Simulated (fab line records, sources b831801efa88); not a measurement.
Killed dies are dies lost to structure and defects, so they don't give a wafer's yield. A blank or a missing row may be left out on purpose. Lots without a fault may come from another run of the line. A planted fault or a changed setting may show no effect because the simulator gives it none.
Split-lot experiment | flow sky130 | 5 lots, 23 wafers read, on a route of 708 steps

THE SPLIT
At SKY_LDD_LDN_IMPLANT_10, the setting energy_kev was moved away from the recipe's 15 on 8 of the 23 wafers read, by -1.7% to +4.5%. The other wafers ran this setting at the recipe's value.

The reading is taken at the split's own step.

THE READING
implant.drp_nm (the simulator's own value, which no gauge read), in nm, at SKY_LDD_LDN_IMPLANT_10. The file gives no usual value for it.

wafer  | tool, chamber at the split | energy_kev as run | against the recipe | implant.drp_nm, nm | against lot-mates on the recipe
L074.1 | implanter-02, 0            | 15                | recipe             | 5.933              | -
L074.3 | implanter-02, 0            | 15                | recipe             | 5.933              | -
L074.5 | implanter-02, 0            | 15                | recipe             | 5.933              | -
L074.2 | implanter-02, 0            | 15.52             | +3.5%              | 6.07               | +0.137
L074.6 | implanter-02, 0            | 15.52             | +3.5%              | 6.07               | +0.137
L079.2 | implanter-02, 0            | 15                | recipe             | 5.933              | -
L079.4 | implanter-02, 0            | 15                | recipe             | 5.933              | -
L079.5 | implanter-02, 0            | 15                | recipe             | 5.933              | -
L082.1 | implanter-01, 0            | 14.74             | -1.7%              | 5.862              | -0.071
L082.2 | implanter-01, 0            | 14.74             | -1.7%              | 5.862              | -0.071
L082.6 | implanter-01, 0            | 14.74             | -1.7%              | 5.862              | -0.071
L082.3 | implanter-01, 0            | 15                | recipe             | 5.933              | -
L082.4 | implanter-01, 0            | 15                | recipe             | 5.933              | -
L081.1 | implanter-04, 0            | 15.68             | +4.5%              | 6.112              | +0.179
L081.3 | implanter-04, 0            | 15.68             | +4.5%              | 6.112              | +0.179
L081.6 | implanter-04, 0            | 15.68             | +4.5%              | 6.112              | +0.179
L081.2 | implanter-04, 0            | 15                | recipe             | 5.933              | -
L081.4 | implanter-04, 0            | 15                | recipe             | 5.933              | -
L084.1 | implanter-01, 0            | 15                | recipe             | 5.933              | -
L084.2 | implanter-01, 0            | 15                | recipe             | 5.933              | -
L084.3 | implanter-01, 0            | 15                | recipe             | 5.933              | -
L084.4 | implanter-01, 0            | 15                | recipe             | 5.933              | -
L084.6 | implanter-01, 0            | 15                | recipe             | 5.933              | -

THE FIT
A straight line over all 23 wafers: implant.drp_nm changes by +0.0397 nm for each +1% of energy_kev; r = +1.00; the points scatter about the line by 0.00079 nm.
The same after taking each lot's own level away (the mean of its wafers on the recipe; 23 wafers): +0.0397 nm for each +1%; r = +1.00; scatter 0.00079 nm.
On that fit, the largest move of energy_kev shifts the reading by 0.18 nm.
The lots' own levels span 5.9330 to 5.9330 nm.
So the lot-to-lot level changes the slope little: the two slopes agree.
Check: with one of the wafers moved furthest among these (+4.5%) left out of the fit, the line predicts +0.18 nm for it against its lot-mates. It came out at +0.179 nm against them.

OTHER SPLITS ON THESE WAFERS
These wafers also went through other splits before the reading. Each is held against what the fit with the lots' levels taken away leaves over:
other split on the same wafers      | wafers away from the commonest value | r with implant.drp_nm (lot level and that fit taken away)
SKY_LDD_P_DEVELOP_06 develop_time_s | 10                                   | +0.09
SKY_LDD_HVN_IMPLANT_08 energy_kev   | 7                                    | +0.57
SKY_LDD_HVP_IMPLANT_08 energy_kev   | 8                                    | -0.24
SKY_LDD_LDN_IMPLANT_09 energy_kev   | 11                                   | +0.34

THE FILE'S OWN FIT
implant.drp_nm changes by +0.0396 nm for each +1% of energy_kev, r = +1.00.
